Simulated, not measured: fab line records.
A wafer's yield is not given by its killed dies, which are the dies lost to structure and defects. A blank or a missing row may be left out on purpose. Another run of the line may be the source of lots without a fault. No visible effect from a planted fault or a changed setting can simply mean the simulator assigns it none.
fab line records + flow sky130
record
- lots=13
- wafers=39
- last-day=50
route steps=708 shown PWDE@84 VT_ADJUST_HVTP@94 SD_N@358 LI_CONTACT@375
lots that met no fault: from a run of the same line without faults
start-h: hours from the record's first day to the start of the lot's first wafer shown + wait-h: time in hours since the lot's previous step + " identical to the entry in the row above + L1.1+2: several wafers, shown together as one row + - no value, or no start was given + * or withheld: withheld + < > ~ a bound
route shown NAME@n: a module of which the file shows steps, and the number in the route of the first + usual: mean/standard deviation taken from wafers without a fault + same: alike in all rows + chamber/n: place in a boat + sites: each site's reading + _std_site: their standard deviation + _edge_site: outer sites' mean less inner sites' + radius-mm: for every site, how far away it sits from the centre of the wafer + mask NAME#n: copy n + behind: the tool/chamber that last shaped the wafer + hold: why the lot went on hold/how many hours it stayed there/how the hold came to an end + device: the n, p or np transistor that did not switch + end of line: the same wafers' tests at the end of the route + a step given without rows: its recipe and nothing more + killed: dies that structure and defects cost at the first sort, which is not the same as the wafer's yield + map: a wafer's dies, x killed, . not, _ none there
set.NAME: the setting that was run; set.NAME@STEP: the one run at that earlier step + model.NAME: the simulator's own value behind a step, which no gauge read
route steps across a sampled set of lots; one table per step, one row per wafer
services: when a tool's chamber went out of use (start-h, in hours from the record's first day, below 0 if earlier), for how many hours, and the reason
## steps
# step SKY_NWELL_RS_MEAS_31
# recipe
- thk-meas-gauge=four-point-probe
# usual
- PWDE_RS=5226/18
| lot.wafer | tool          | chamber | start-h | wait-h | PWDE_RS[ohm/sq] |
|-----------|---------------|---------|---------|--------|-----------------|
| L538.1    | film-metro-02 | -       | 108.52  | 0.1    | 5254            |
| L538.3    | "             | -       | "       | "      | 5245            |
| L538.6    | "             | -       | "       | "      | 5236            |
| L539.2    | film-metro-03 | -       | 109.76  | 0.1    | 5249            |
| L539.3    | "             | -       | "       | "      | 5233            |
| L539.6    | "             | -       | "       | "      | 5257            |
| L540.1    | film-metro-03 | -       | 119.25  | 0.1    | 5229            |
| L540.3    | "             | -       | "       | "      | 5248            |
| L540.4    | "             | -       | "       | "      | 5248            |
| L543.3    | film-metro-03 | -       | 143.96  | 0.1    | 5220            |
| L543.4    | "             | -       | "       | "      | 5222            |
| L543.6    | "             | -       | "       | "      | 5238            |
| L545.3    | film-metro-02 | -       | 146.12  | 0.1    | 5219            |
| L545.4    | "             | -       | "       | "      | 5198            |
| L545.6    | "             | -       | "       | "      | 5223            |
| L544.1    | film-metro-03 | -       | 146.78  | 0.1    | 5231            |
| L544.4    | "             | -       | "       | "      | 5217            |
| L544.5    | "             | -       | "       | "      | 5223            |
| L546.2    | film-metro-02 | -       | 153.22  | 0.1    | 5206            |
| L546.3    | "             | -       | "       | "      | 5213            |
| L546.5    | "             | -       | "       | "      | 5237            |
| L552.2    | film-metro-03 | -       | 188.72  | 0.1    | 5216            |
| L552.3    | "             | -       | "       | "      | 5230            |
| L552.5    | "             | -       | "       | "      | 5236            |
| L555.1    | film-metro-02 | -       | 207.30  | 0.1    | 5195            |
| L555.2    | "             | -       | "       | "      | 5194            |
| L555.4    | "             | -       | "       | "      | 5197            |
| L556.3    | film-metro-02 | -       | 210.83  | 0.1    | 5217            |
| L556.5    | "             | -       | "       | "      | 5219            |
| L556.6    | "             | -       | "       | "      | 5245            |
| L558.1    | film-metro-04 | -       | 226.08  | 0.1    | 5201            |
| L558.5    | "             | -       | "       | "      | 5200            |
| L558.6    | "             | -       | "       | "      | 5201            |
| L560.1    | film-metro-02 | -       | 239.19  | 0.1    | 5213            |
| L560.3    | "             | -       | "       | "      | 5209            |
| L560.4    | "             | -       | "       | "      | 5216            |
| L561.1    | film-metro-04 | -       | 246.62  | 0.1    | 5235            |
| L561.3    | "             | -       | "       | "      | 5239            |
| L561.5    | "             | -       | "       | "      | 5227            |
# step SKY_VT_ADJUST_HVTP_IMPLANT_09
# recipe
- species=As
- energy-kev=150
- dose-cm2=4.3e+12
- tilt-deg=withheld
# usual
- dose-ions-cm2=4.3e+12/5.1e+09
- end-station-pressure-torr=5e-06/2.6e-07
- faraday-current-uA=24.2/0.47
| lot.wafer | tool         | chamber | start-h | wait-h | dose-ions-cm2 | end-station-pressure-torr | faraday-current-uA |
|-----------|--------------|---------|---------|--------|---------------|---------------------------|--------------------|
| L538.1    | implanter-04 | 0       | 127.32  | 0.0    | 4.307e+12     | 4.85e-06                  | 24.1               |
| L538.3    | "            | 0       | "       | "      | 4.31e+12      | 4.91e-06                  | 24.7               |
| L538.6    | "            | 0       | "       | "      | 4.3e+12       | 5.15e-06                  | 23.7               |
| L539.2    | implanter-04 | 0       | 127.94  | 0.0    | 4.296e+12     | 4.7e-06                   | 24.2               |
| L539.3    | "            | 0       | "       | "      | 4.302e+12     | 5.04e-06                  | 24.3               |
| L539.6    | "            | 0       | "       | "      | 4.304e+12     | 5e-06                     | 25.3               |
| L540.1    | implanter-01 | 0       | 138.77  | 0.0    | 4.291e+12     | 5.17e-06                  | 24.0               |
| L540.3    | "            | 0       | "       | "      | 4.296e+12     | 5.08e-06                  | 24.4               |
| L540.4    | "            | 0       | "       | "      | 4.302e+12     | 4.87e-06                  | 24.2               |
| L543.3    | implanter-01 | 0       | 163.83  | 0.1    | 4.297e+12     | 4.33e-06                  | 23.9               |
| L543.4    | "            | 0       | "       | "      | 4.299e+12     | 4.91e-06                  | 24.2               |
| L543.6    | "            | 0       | "       | "      | 4.303e+12     | 5.07e-06                  | 24.5               |
| L545.3    | implanter-03 | 0       | 165.71  | 0.1    | 4.3e+12       | 5.13e-06                  | 24.8               |
| L545.4    | "            | 0       | "       | "      | 4.298e+12     | 4.94e-06                  | 23.9               |
| L545.6    | "            | 0       | "       | "      | 4.291e+12     | 5.14e-06                  | 24.9               |
| L544.1    | implanter-01 | 0       | 166.47  | 0.0    | 4.297e+12     | 5.43e-06                  | 24.3               |
| L544.4    | "            | 0       | "       | "      | 4.291e+12     | 5.15e-06                  | 23.5               |
| L544.5    | "            | 0       | "       | "      | 4.29e+12      | 5.14e-06                  | 24.5               |
| L546.2    | implanter-03 | 0       | 173.94  | 0.0    | 4.297e+12     | 5.04e-06                  | 24.7               |
| L546.3    | "            | 0       | "       | "      | 4.301e+12     | 4.86e-06                  | 24.6               |
| L546.5    | "            | 0       | "       | "      | 4.296e+12     | 4.57e-06                  | 23.0               |
| L552.2    | implanter-03 | 0       | 209.88  | 0.0    | 8.272e+12     | 5.35e-06                  | 47.6               |
| L552.3    | "            | 0       | "       | "      | 8.274e+12     | 4.85e-06                  | 48.6               |
| L552.5    | "            | 0       | "       | "      | 8.27e+12      | 5.26e-06                  | 47.7               |
| L555.1    | implanter-03 | 0       | 229.11  | 0.0    | 8.267e+12     | 5.15e-06                  | 45.9               |
| L555.2    | "            | 0       | "       | "      | 8.265e+12     | 4.67e-06                  | 46.5               |
| L555.4    | "            | 0       | "       | "      | 8.269e+12     | 5.03e-06                  | 45.7               |
| L556.3    | implanter-04 | 0       | 233.36  | 0.1    | 4.29e+12      | 4.63e-06                  | 24.5               |
| L556.5    | "            | 0       | "       | "      | 4.295e+12     | 5.67e-06                  | 24.7               |
| L556.6    | "            | 0       | "       | "      | 4.299e+12     | 5.25e-06                  | 24.2               |
| L558.1    | implanter-04 | 0       | 248.53  | 0.0    | 4.301e+12     | 4.61e-06                  | 24.3               |
| L558.5    | "            | 0       | "       | "      | 4.303e+12     | 5.11e-06                  | 24.5               |
| L558.6    | "            | 0       | "       | "      | 4.3e+12       | 4.86e-06                  | 24.3               |
| L560.1    | implanter-01 | 0       | 261.61  | 0.0    | 4.302e+12     | 5.13e-06                  | 24.5               |
| L560.3    | "            | 0       | "       | "      | 4.302e+12     | 5.21e-06                  | 23.6               |
| L560.4    | "            | 0       | "       | "      | 4.305e+12     | 5.27e-06                  | 24.3               |
| L561.1    | implanter-04 | 0       | 270.21  | 0.0    | 4.307e+12     | 4.86e-06                  | 24.2               |
| L561.3    | "            | 0       | "       | "      | 4.297e+12     | 4.9e-06                   | 23.8               |
| L561.5    | "            | 0       | "       | "      | 4.3e+12       | 4.99e-06                  | 24.5               |
# step SKY_VT_ADJUST_HVTP_TW_MEAS_11
# usual
- VT_ADJUST_HVTP_TW=1355/5.9
| lot.wafer | tool          | chamber | start-h | wait-h | VT_ADJUST_HVTP_TW |
|-----------|---------------|---------|---------|--------|-------------------|
| L538.1    | film-metro-02 | -       | 127.57  | 0.1    | 1351              |
| L538.3    | "             | -       | "       | "      | 1352              |
| L538.6    | "             | -       | "       | "      | 1352              |
| L539.2    | film-metro-01 | -       | 128.18  | 0.1    | 1341              |
| L539.3    | "             | -       | "       | "      | 1350              |
| L539.6    | "             | -       | "       | "      | 1355              |
| L540.1    | film-metro-02 | -       | 139.02  | 0.1    | 1346              |
| L540.3    | "             | -       | "       | "      | 1349              |
| L540.4    | "             | -       | "       | "      | 1358              |
| L543.3    | film-metro-01 | -       | 164.05  | 0.1    | 1351              |
| L543.4    | "             | -       | "       | "      | 1350              |
| L543.6    | "             | -       | "       | "      | 1362              |
| L545.3    | film-metro-02 | -       | 165.93  | 0.1    | 1350              |
| L545.4    | "             | -       | "       | "      | 1349              |
| L545.6    | "             | -       | "       | "      | 1353              |
| L544.1    | film-metro-01 | -       | 166.72  | 0.1    | 1353              |
| L544.4    | "             | -       | "       | "      | 1353              |
| L544.5    | "             | -       | "       | "      | 1346              |
| L546.2    | film-metro-03 | -       | 174.18  | 0.1    | 1351              |
| L546.3    | "             | -       | "       | "      | 1359              |
| L546.5    | "             | -       | "       | "      | 1356              |
| L552.2    | film-metro-02 | -       | 210.12  | 0.1    | 1683              |
| L552.3    | "             | -       | "       | "      | 1672              |
| L552.5    | "             | -       | "       | "      | 1679              |
| L555.1    | film-metro-03 | -       | 229.36  | 0.1    | 1671              |
| L555.2    | "             | -       | "       | "      | 1681              |
| L555.4    | "             | -       | "       | "      | 1672              |
| L556.3    | film-metro-03 | -       | 233.58  | 0.1    | 1358              |
| L556.5    | "             | -       | "       | "      | 1352              |
| L556.6    | "             | -       | "       | "      | 1356              |
| L558.1    | film-metro-01 | -       | 248.78  | 0.1    | 1363              |
| L558.5    | "             | -       | "       | "      | 1360              |
| L558.6    | "             | -       | "       | "      | 1358              |
| L560.1    | film-metro-01 | -       | 261.86  | 0.1    | 1370              |
| L560.3    | "             | -       | "       | "      | 1359              |
| L560.4    | "             | -       | "       | "      | 1362              |
| L561.1    | film-metro-03 | -       | 270.46  | 0.1    | 1358              |
| L561.3    | "             | -       | "       | "      | 1360              |
| L561.5    | "             | -       | "       | "      | 1358              |
# step SKY_SD_N_RS_MEAS_16
# recipe
- thk-meas-gauge=four-point-probe
# usual
- SD_N_RS=69.00/0.1
| lot.wafer | tool          | chamber | start-h | wait-h | SD_N_RS[ohm/sq] |
|-----------|---------------|---------|---------|--------|-----------------|
| L539.2    | film-metro-03 | -       | 651.97  | 0.1    | 68.89           |
| L539.3    | "             | -       | "       | "      | 69.05           |
| L539.6    | "             | -       | "       | "      | 69.00           |
| L538.1    | film-metro-01 | -       | 652.12  | 0.1    | 69.04           |
| L538.3    | "             | -       | "       | "      | 68.99           |
| L538.6    | "             | -       | "       | "      | 68.98           |
| L540.1    | film-metro-02 | -       | 665.38  | 0.1    | 68.84           |
| L540.3    | "             | -       | "       | "      | 68.93           |
| L540.4    | "             | -       | "       | "      | 68.89           |
| L543.3    | film-metro-03 | -       | 702.80  | 0.1    | 68.84           |
| L543.4    | "             | -       | "       | "      | 68.90           |
| L543.6    | "             | -       | "       | "      | 68.95           |
| L545.3    | film-metro-02 | -       | 702.97  | 0.1    | 68.94           |
| L545.4    | "             | -       | "       | "      | 68.90           |
| L545.6    | "             | -       | "       | "      | 68.81           |
| L544.1    | film-metro-03 | -       | 706.97  | 0.1    | 68.97           |
| L544.4    | "             | -       | "       | "      | 68.95           |
| L544.5    | "             | -       | "       | "      | 68.97           |
| L546.2    | film-metro-01 | -       | 712.53  | 0.1    | 69.02           |
| L546.3    | "             | -       | "       | "      | 68.83           |
| L546.5    | "             | -       | "       | "      | 69.02           |
| L552.2    | film-metro-03 | -       | 762.06  | 0.1    | 69.00           |
| L552.3    | "             | -       | "       | "      | 69.12           |
| L552.5    | "             | -       | "       | "      | 69.02           |
| L555.1    | film-metro-03 | -       | 778.78  | 0.1    | 69.07           |
| L555.2    | "             | -       | "       | "      | 68.98           |
| L555.4    | "             | -       | "       | "      | 69.15           |
| L556.3    | film-metro-03 | -       | 783.86  | 0.1    | 69.08           |
| L556.5    | "             | -       | "       | "      | 68.90           |
| L556.6    | "             | -       | "       | "      | 69.03           |
| L558.1    | film-metro-02 | -       | 808.22  | 0.1    | 69.11           |
| L558.5    | "             | -       | "       | "      | 69.08           |
| L558.6    | "             | -       | "       | "      | 68.99           |
| L560.1    | film-metro-02 | -       | 817.53  | 0.1    | 68.90           |
| L560.3    | "             | -       | "       | "      | 68.96           |
| L560.4    | "             | -       | "       | "      | 69.00           |
| L561.1    | film-metro-02 | -       | 825.77  | 0.1    | 69.03           |
| L561.3    | "             | -       | "       | "      | 69.01           |
| L561.5    | "             | -       | "       | "      | 69.05           |
# step SKY_LI_CONTACT_OVL_MEAS_13
# usual
- LI_CONTACT_OVL=3/5.7
| lot.wafer | tool       | chamber | start-h | wait-h | LI_CONTACT_OVL[nm] |
|-----------|------------|---------|---------|--------|--------------------|
| L539.2    | overlay-02 | -       | 680.61  | 0.1    | -6                 |
| L539.3    | "          | -       | "       | "      | -2                 |
| L539.6    | "          | -       | "       | "      | -6                 |
| L538.1    | overlay-01 | -       | 681.55  | 0.1    | 11                 |
| L538.3    | "          | -       | "       | "      | 11                 |
| L538.6    | "          | -       | "       | "      | 12                 |
| L540.1    | overlay-01 | -       | 694.60  | 0.1    | 17                 |
| L540.3    | "          | -       | "       | "      | -1                 |
| L540.4    | "          | -       | "       | "      | 2                  |
| L543.3    | overlay-01 | -       | 731.73  | 0.1    | 7                  |
| L543.4    | "          | -       | "       | "      | 11                 |
| L543.6    | "          | -       | "       | "      | 2                  |
| L545.3    | overlay-01 | -       | 732.34  | 0.1    | 4                  |
| L545.4    | "          | -       | "       | "      | 5                  |
| L545.6    | "          | -       | "       | "      | 7                  |
| L544.1    | overlay-01 | -       | 736.08  | 0.1    | 2                  |
| L544.4    | "          | -       | "       | "      | 0                  |
| L544.5    | "          | -       | "       | "      | -6                 |
| L546.2    | overlay-01 | -       | 741.31  | 0.1    | -5                 |
| L546.3    | "          | -       | "       | "      | -12                |
| L546.5    | "          | -       | "       | "      | -17                |
| L552.2    | overlay-02 | -       | 790.28  | 0.1    | -3                 |
| L552.3    | "          | -       | "       | "      | 2                  |
| L552.5    | "          | -       | "       | "      | 1                  |
| L555.1    | overlay-01 | -       | 806.07  | 0.1    | -4                 |
| L555.2    | "          | -       | "       | "      | 2                  |
| L555.4    | "          | -       | "       | "      | 10                 |
| L556.3    | overlay-01 | -       | 811.24  | 0.1    | 6                  |
| L556.5    | "          | -       | "       | "      | 3                  |
| L556.6    | "          | -       | "       | "      | 1                  |
| L558.1    | overlay-02 | -       | 835.71  | 0.1    | 3                  |
| L558.5    | "          | -       | "       | "      | -4                 |
| L558.6    | "          | -       | "       | "      | 4                  |
| L560.1    | overlay-01 | -       | 845.18  | 0.1    | 0                  |
| L560.3    | "          | -       | "       | "      | 3                  |
| L560.4    | "          | -       | "       | "      | 2                  |
| L561.1    | overlay-02 | -       | 852.63  | 0.1    | 11                 |
| L561.3    | "          | -       | "       | "      | 9                  |
| L561.5    | "          | -       | "       | "      | 14                 |
## services
| tool         | chamber | start-h | hours | kind   |
|--------------|---------|---------|-------|--------|
| implanter-04 | -       | 160.81  | 3.8   | pm     |
| implanter-04 | -       | 166.43  | 1.2   | repair |
| implanter-04 | -       | 178.19  | 5.1   | repair |
| implanter-01 | -       | 221.91  | 4.9   | pm     |
| implanter-01 | -       | 233.20  | 2.2   | pm     |
| implanter-04 | -       | 241.87  | 2.8   | repair |
## key
first-sign
- step=SKY_VT_ADJUST_HVTP_IMPLANT_09
- reading=dose-ions-cm2
- direction=up
- sigmas=99+
- usual=*
- struck=*
effect
- step=SKY_VT_ADJUST_HVTP_IMPLANT_09
- reading=faraday-current-uA
- direction=up
- sigmas=49
- usual=24.2
- struck=47.0
effect
- step=SKY_VT_ADJUST_HVTP_TW_MEAS_11
- reading=VT_ADJUST_HVTP_TW
- direction=up
- sigmas=55
- usual=1355
- struck=1676
met-at SKY_VT_ADJUST_HVTP_IMPLANT_09
struck-lots L552,L555
tester-left-out L552,L555
not-acting-at SKY_NWELL_RS_MEAS_31,SKY_SD_N_RS_MEAS_16,SKY_LI_CONTACT_OVL_MEAS_13
onset-between 173.94 209.88
fault
- kind=process-parameter-drift
- tool=implanter-03
- chamber=-
- onset-h=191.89
- steps=SKY_VT_ADJUST_HVTP_IMPLANT_09
- channel=dose-cm2
- offset=*
- shape=step
- end-h=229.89
- acts-in=*
- stated=*
# tester-left-out: of these lots the tester's yield and bins aren't shown, on N5 and GAA mostly nor the transistor test; their killed dies are dies lost to structure and defects alone, not to doping, threshold or leakage, so they don't give the yield
